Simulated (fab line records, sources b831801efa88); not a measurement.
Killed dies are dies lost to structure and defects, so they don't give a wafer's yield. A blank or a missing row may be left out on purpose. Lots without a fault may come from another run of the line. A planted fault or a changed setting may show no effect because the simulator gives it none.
Split-lot experiment | flow sfq_line | 5 lots, 23 wafers read, on a route of 325 steps

THE SPLIT
At SFQ_TRILAYER_M5_LITHO_COAT_123 (resist thk 600 nm), the setting spin_rpm was moved away from the recipe's 3000 rpm on 8 of the 23 wafers read, by -5.5% to +6.0%. The other wafers ran this setting at the recipe's value.

FROM THE SPLIT TO THE READING: what the file shows between them, 1 step
- SFQ_TRILAYER_M5_BARC_OPEN_METAL_ETCH_161: etches BARC in O2, target depth 125 nm, time 41.7 s (also split here: pressure_mtorr)

THE READING
KrF_of_TRILAYER_M5_LITHO_COAT_123.thk_nm (the simulator's own value, which no gauge read), in nm, at SFQ_TRILAYER_M5_ETCH_METAL_ETCH_126 (etches Nb in Cl2/BCl3, stops on SiO2, time 203.2 s, target depth 265 nm). The file gives no usual value for it. The 15 wafers here that ran the recipe average 370.1 nm, standard deviation 4.1 nm.

wafer  | tool, chamber at the split | spin_rpm as run, rpm | against the recipe | KrF_of_TRILAYER_M5_LITHO_COAT_123.thk_nm, nm | against lot-mates on the recipe
L074.2 | litho_track-01, 0          | 3000                 | recipe             | 369.4                                        | -
L074.3 | litho_track-01, 0          | 3000                 | recipe             | 370.2                                        | -
L074.4 | litho_track-01, 0          | 3000                 | recipe             | 368.1                                        | -
L074.5 | litho_track-01, 0          | 3000                 | recipe             | 369.7                                        | -
L074.6 | litho_track-01, 0          | 3000                 | recipe             | 366.4                                        | -
L079.1 | litho_track-04, 0          | 3000                 | recipe             | 378.7                                        | -
L079.3 | litho_track-04, 0          | 3000                 | recipe             | 370.2                                        | -
L079.6 | litho_track-04, 0          | 3000                 | recipe             | 379.3                                        | -
L081.1 | litho_track-04, 0          | 2835                 | -5.5%              | 391.5                                        | +19.3
L081.2 | litho_track-04, 0          | 2835                 | -5.5%              | 387.5                                        | +15.3
L081.3 | litho_track-04, 0          | 3000                 | recipe             | 370.5                                        | -
L081.4 | litho_track-04, 0          | 3000                 | recipe             | 373.9                                        | -
L081.6 | litho_track-04, 0          | 2835                 | -5.5%              | 392.9                                        | +20.7
L084.1 | litho_track-01, 0          | 3180                 | +6.0%              | 349.8                                        | -16.6
L084.3 | litho_track-01, 0          | 3000                 | recipe             | 368.7                                        | -
L084.4 | litho_track-01, 0          | 3000                 | recipe             | 365.8                                        | -
L084.5 | litho_track-01, 0          | 3180                 | +6.0%              | 351.4                                        | -15.0
L084.6 | litho_track-01, 0          | 3000                 | recipe             | 364.8                                        | -
L085.2 | litho_track-04, 0          | 3000                 | recipe             | 367                                          | -
L085.3 | litho_track-04, 0          | 2906                 | -3.1%              | 375.8                                        | +8.2
L085.4 | litho_track-04, 0          | 2906                 | -3.1%              | 377.5                                        | +9.9
L085.5 | litho_track-04, 0          | 2906                 | -3.1%              | 375.3                                        | +7.7
L085.6 | litho_track-04, 0          | 3000                 | recipe             | 368.3                                        | -

THE FIT
A straight line over all 23 wafers: KrF_of_TRILAYER_M5_LITHO_COAT_123.thk_nm changes by -3.3 nm for each +1% of spin_rpm; r = -0.92; the points scatter about the line by 4 nm.
The same after taking each lot's own level away (the mean of its wafers on the recipe; 23 wafers): -2.96 nm for each +1%; r = -0.97; scatter 2.3 nm.
On that fit, the largest move of spin_rpm shifts the reading by 18 nm.
The lots' own levels span 366.43 to 376.07 nm, that is 2.3 times the standard deviation above.
So the lot-to-lot level changes the slope: the two fits differ.
Check: with one of the wafers moved furthest among these (+6.0%) left out of the fit, the line predicts -17.7 nm for it against its lot-mates. It came out at -16.6 nm against them.

OTHER SPLITS ON THESE WAFERS
These wafers also went through other splits before the reading. Each is held against what the fit with the lots' levels taken away leaves over:
other split on the same wafers                          | wafers away from the commonest value | r with KrF_of_TRILAYER_M5_LITHO_COAT_123.thk_nm (lot level and that fit taken away)
SFQ_TRILAYER_I3_VIA_LITHO_COAT_085 spin_rpm             | 7                                    | +0.04
SFQ_TRILAYER_I3_VIA_LITHO_PEB_088 peb_temp_c            | 10                                   | +0.43
SFQ_TRILAYER_M4_DEP_SPUTTER_091 time_s                  | 8                                    | +0.17
SFQ_TRILAYER_M4_LITHO_PEB_096 peb_temp_c                | 11                                   | +0.21
SFQ_TRILAYER_M4_BARC_OPEN_METAL_ETCH_123 time_s         | 7                                    | -0.12
SFQ_TRILAYER_I4_VIA_LITHO_COAT_108 spin_rpm             | 9                                    | +0.08
SFQ_TRILAYER_I4_VIA_LITHO_PEB_106 peb_temp_c            | 9                                    | +0.09
SFQ_TRILAYER_JJ_TRILAYER_DEP_SPUTTER_110 power_w        | 7                                    | +0.21
SFQ_TRILAYER_JJ_CE_LITHO_COAT_119 spin_rpm              | 11                                   | -0.06
SFQ_TRILAYER_JJ_CE_BARC_OPEN_RIE_150 pressure_mtorr     | 18                                   | -0.22
SFQ_TRILAYER_M5_BARC_OPEN_METAL_ETCH_161 pressure_mtorr | 10                                   | +0.25

THE WHOLE CHAIN: every reading that the file lists as answering this split, in the file's order
step                                | what it does                                                            | reading                                                                                   | change (the file's fit)              | r (the file's)
SFQ_TRILAYER_M5_LITHO_COAT_123      | resist thk 600 nm                                                       | KrF_of_TRILAYER_M5_LITHO_COAT_123.thk_nm (the simulator's own value, which no gauge read) | -3.11 nm for each +1% of the setting | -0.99
SFQ_TRILAYER_M5_ETCH_METAL_ETCH_126 | etches Nb in Cl2/BCl3, stops on SiO2, time 203.2 s, target depth 265 nm | KrF_of_TRILAYER_M5_LITHO_COAT_123.thk_nm (the simulator's own value, which no gauge read) | -2.93 nm for each +1% of the setting | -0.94

THE FILE'S OWN FIT
KrF_of_TRILAYER_M5_LITHO_COAT_123.thk_nm changes by -2.93 nm for each +1% of spin_rpm, r = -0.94.
